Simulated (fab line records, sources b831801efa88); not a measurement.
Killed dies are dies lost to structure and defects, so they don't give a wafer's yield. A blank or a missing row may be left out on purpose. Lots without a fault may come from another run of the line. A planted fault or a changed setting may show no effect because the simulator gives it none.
A struck lot beside a sound one | flow sky130 | 17 steps out of a route of 708
Sound: wafers L450.2, L450.4, L450.5. Struck: wafers L447.1, L447.2, L447.3. The cause comes at the end.
At each step with rows: each side's tool, then ch and its chambers, then its first start. Under that, the readings that differ: sound wafers | struck wafers | difference of the means | sigmas: that difference in standard deviations of wafers without a fault.
alike: readings whose means differ by less than 2 such deviations, and words and numbers that are the same on both sides. not compared: withheld readings, readings that some wafer has no value for, bounds like >300 that may hide the same value, and numbers for which the record gives no deviation and whose values overlap.
The two part at a step that has a row with sigmas, a row that says differs or no value, or rows on one side only. Numbers that don't overlap but have no deviation are shown without sigmas and don't part them. A reading that every wafer of one side lacks parts them only if that side has two wafers or more.

SKY_VT_ADJUST_LVTN_OVL_MEAS_07:
  sound on overlay-01, day 13 15:26; struck on overlay-02, day 11 20:43
  alike: VT_ADJUST_LVTN_OVL
then, 1 step without rows for these wafers: SKY_VT_ADJUST_LVTN_IMPLANT_08.
SKY_VT_ADJUST_LVTN_STRIP_09: strips in O2/N2.
  sound on plasma_asher-02 ch 0,1, day 13 15:37; struck on plasma_asher-03 ch 0,1, day 11 20:55
  alike: chamber_pressure_mTorr, drypump_motor_current_A, oes_product_au, strip_time_to_endpoint_s
  not compared: rf_hours_counter_h
SKY_VT_ADJUST_LVTN_TW_MEAS_10:
  sound on film_metro-04, day 13 15:44; struck on film_metro-02, day 11 21:01
  alike: VT_ADJUST_LVTN_TW
then, 7 steps without rows for these wafers: SKY_VT_ADJUST_LVTN_DEHYDRATE_11 (time 60 s); SKY_VT_ADJUST_LVTN_HMDS_12 (prime time 60 s); SKY_VT_ADJUST_LVTN_COAT_13 (resist thk 1140 nm); SKY_VT_ADJUST_LVTN_SOFTBAKE_14 (time 60 s); SKY_VT_ADJUST_LVTN_EXPOSE_15 (exposes mask HVN STD DERIVED, target cd 600 nm); SKY_VT_ADJUST_LVTN_PEB_16; SKY_VT_ADJUST_LVTN_DEVELOP_17 (develop time 60 s).
SKY_VT_ADJUST_LVTN_OVL_MEAS_18:
  sound on overlay-01, day 14 17:37; struck on overlay-01, day 12 21:25
  alike: VT_ADJUST_LVTN_01_OVL
SKY_VT_ADJUST_LVTN_IMPLANT_19:
  sound on implanter-02 ch 0, day 14 17:40; struck on implanter-03 ch 0, day 12 21:28
  reading            | sound                         | struck                        | difference | sigmas
  dose_ions_cm2      | 6.501e+11 6.505e+11 6.496e+11 | 8.992e+11 8.986e+11 8.992e+11 | +2.489e+11 | +99 or more
  faraday_current_uA | 3.59 3.66 3.60                | 5.17 5.00 5.09                | +1.47      | +20
  alike: end_station_pressure_torr
SKY_VT_ADJUST_LVTN_STRIP_20: strips in O2/N2.
  sound on plasma_asher-03 ch 0,1, day 14 17:48; struck on plasma_asher-03 ch 0,1, day 12 21:37
  reading                      | sound             | struck            | difference | sigmas
  strip_time_to_endpoint_s (s) | 14.20 14.23 14.21 | 14.12 14.13 14.12 | -0.09      | -2
  alike: chamber_pressure_mTorr, drypump_motor_current_A, oes_product_au
  not compared: rf_hours_counter_h
SKY_VT_ADJUST_LVTN_TW_MEAS_21:
  sound on film_metro-02, day 14 17:55; struck on film_metro-04, day 12 21:43
  reading             | sound             | struck            | difference | sigmas
  VT_ADJUST_LVTN_2_TW | 190.0 190.5 189.4 | 206.2 206.8 206.5 | +16.5      | +17
then, 1 step without rows for these wafers: SKY_VT_ADJUST_NCORE_DEHYDRATE_00 (time 60 s).
-- the record jumps here: 37 days lie between the struck wafers' starts before and after (it left off in module VT_ADJUST_NCORE and takes up again in module PAD_OPEN, whose first step shown is number 708 of the route) --
SKY_PAD_OPEN_PROBE_99:
  sound on prober-01, day 51 01:24; struck on prober-01, day 49 22:26
  reading                                    | sound          | struck         | difference | sigmas
  model.etest.res_pwell_under_gate.rs_ohm_sq | 2305 2287 2294 | 2255 2254 2230 | -49        |
  alike: killed_at_M0_to_M3, killed_at_M4_up, killed_at_contacts, killed_at_front_end, killed_at_other, killed_dies, killed_open, killed_short
  not compared: model.etest.nfet_g5v0d10v5.body_rise_v, model.etest.nfet_16v.body_rise_v, model.etest.nfet_g5v0d10v5.vt_sat_v, model.etest.nfet_g5v0d10v5.vt_v, model.etest.nfet_16v.vt_v, model.etest.nfet_g5v0d10v5.vt_long_v

WHERE THEY PART
First at SKY_VT_ADJUST_LVTN_IMPLANT_19; last, within this record, at SKY_VT_ADJUST_LVTN_TW_MEAS_21. Later steps at which nothing parts them and some readings are alike: SKY_PAD_OPEN_PROBE_99.

WHY: what the simulator had put in
Process parameter drift: implanter-03, from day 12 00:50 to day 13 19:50, at SKY_VT_ADJUST_LVTN_IMPLANT_19. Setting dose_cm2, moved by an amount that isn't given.
